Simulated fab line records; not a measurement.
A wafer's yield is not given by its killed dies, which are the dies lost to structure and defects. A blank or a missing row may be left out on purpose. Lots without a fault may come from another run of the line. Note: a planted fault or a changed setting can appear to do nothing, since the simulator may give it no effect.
Matching of chambers :: flow sky130 :: SKY_POLY_GATE_ETCH_15 on rie-diel-03 has 4 sister chambers
The step etches BARC in N2/H2, stops on SiO2, time 118.5 s, target depth 110 nm. 16 wafers are shown with their chamber, then 8 later ones without.

WAFERS, EACH WITH ITS CHAMBER
wafer: L795.1
chamber: 2
drypump-motor-current-A (A): 5.6
throttle-valve-pct (%): 13.209
oes-product-au (a.u.): 0.722

wafer: L795.5
chamber: 0
drypump-motor-current-A (A): 6.5
throttle-valve-pct (%): 13.203
oes-product-au (a.u.): 0.727

wafer: L795.6
chamber: 1
drypump-motor-current-A (A): 6.6
throttle-valve-pct (%): 13.204
oes-product-au (a.u.): 0.712

wafer: L796.2
chamber: 2
drypump-motor-current-A (A): 5.6
throttle-valve-pct (%): 13.221
oes-product-au (a.u.): 0.715

wafer: L796.4
chamber: 0
drypump-motor-current-A (A): 6.5
throttle-valve-pct (%): 13.199
oes-product-au (a.u.): 0.721

wafer: L796.6
chamber: 2
drypump-motor-current-A (A): 5.7
throttle-valve-pct (%): 13.204
oes-product-au (a.u.): 0.720

wafer: L799.1
chamber: 0
drypump-motor-current-A (A): 6.6
throttle-valve-pct (%): 13.204
oes-product-au (a.u.): 0.714

wafer: L799.2
chamber: 3
drypump-motor-current-A (A): 5.4
throttle-valve-pct (%): 13.211
oes-product-au (a.u.): 0.720

wafer: L799.6
chamber: 1
drypump-motor-current-A (A): 6.5
throttle-valve-pct (%): 13.231
oes-product-au (a.u.): 0.715

wafer: L811.3
chamber: 3
drypump-motor-current-A (A): 5.4
throttle-valve-pct (%): 13.210
oes-product-au (a.u.): 0.715

wafer: L811.4
chamber: 2
drypump-motor-current-A (A): 5.7
throttle-valve-pct (%): 13.207
oes-product-au (a.u.): 0.719

wafer: L811.6
chamber: 2
drypump-motor-current-A (A): 5.6
throttle-valve-pct (%): 13.209
oes-product-au (a.u.): 0.717

wafer: L813.2
chamber: 3
drypump-motor-current-A (A): 5.4
throttle-valve-pct (%): 13.217
oes-product-au (a.u.): 0.722

wafer: L813.4
chamber: 2
drypump-motor-current-A (A): 5.6
throttle-valve-pct (%): 13.221
oes-product-au (a.u.): 0.712

wafer: L813.5
chamber: 1
drypump-motor-current-A (A): 6.6
throttle-valve-pct (%): 13.205
oes-product-au (a.u.): 0.723

wafer: L814.2
chamber: 2
drypump-motor-current-A (A): 5.6
throttle-valve-pct (%): 13.202
oes-product-au (a.u.): 0.713

SIGNATURES (means of the wafers above)
reading: drypump-motor-current-A
chamber 0: 6.533
chamber 1: 6.567
chamber 2: 5.629
chamber 3: 5.400
scatter within a chamber: 0.048

reading: throttle-valve-pct
chamber 0: 13.20200
chamber 1: 13.21333
chamber 2: 13.21043
chamber 3: 13.21267
scatter within a chamber: 0.00848

reading: oes-product-au
chamber 0: 0.72067
chamber 1: 0.71667
chamber 2: 0.71686
chamber 3: 0.71900
scatter within a chamber: 0.00464
Rule: a wafer's distance from a chamber is the root of the sum, over the readings, of the square of ((its reading less the chamber's mean) divided by the reading's scatter). If the next closest chamber is less than 2 further off than the closest, the wafer can't be placed; otherwise it belongs to the closest. The scatter: the root of (the sum of the squares of (reading less its chamber's mean) over the shown wafers, divided by (wafers less chambers)).

WAFERS WITH NO CHAMBER GIVEN
wafer: L814.3
drypump-motor-current-A (A): 6.6
throttle-valve-pct (%): 13.217
oes-product-au (a.u.): 0.718

wafer: L814.6
drypump-motor-current-A (A): 5.4
throttle-valve-pct (%): 13.226
oes-product-au (a.u.): 0.709

wafer: L817.2
drypump-motor-current-A (A): 6.6
throttle-valve-pct (%): 13.205
oes-product-au (a.u.): 0.708

wafer: L817.3
drypump-motor-current-A (A): 6.5
throttle-valve-pct (%): 13.222
oes-product-au (a.u.): 0.715

wafer: L817.5
drypump-motor-current-A (A): 5.6
throttle-valve-pct (%): 13.207
oes-product-au (a.u.): 0.721

wafer: L818.2
drypump-motor-current-A (A): 6.6
throttle-valve-pct (%): 13.214
oes-product-au (a.u.): 0.710

wafer: L818.4
drypump-motor-current-A (A): 5.6
throttle-valve-pct (%): 13.223
oes-product-au (a.u.): 0.719

wafer: L818.5
drypump-motor-current-A (A): 5.4
throttle-valve-pct (%): 13.220
oes-product-au (a.u.): 0.720

WHICH CHAMBER EACH WENT THROUGH
wafer: L814.3
from the rows above: can't be placed: 1 or 0
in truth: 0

wafer: L814.6
from the rows above: 3
in truth: 3

wafer: L817.2
from the rows above: can't be placed: 1 or 0
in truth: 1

wafer: L817.3
from the rows above: can't be placed: 1 or 0
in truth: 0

wafer: L817.5
from the rows above: 2
in truth: 2

wafer: L818.2
from the rows above: can't be placed: 1 or 0
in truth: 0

wafer: L818.4
from the rows above: 2
in truth: 2

wafer: L818.5
from the rows above: 3
in truth: 3
4 of 8 placed correctly. Not placeable from these rows: 4 (in 4, the candidates include the true chamber). Placed wrongly: 0.
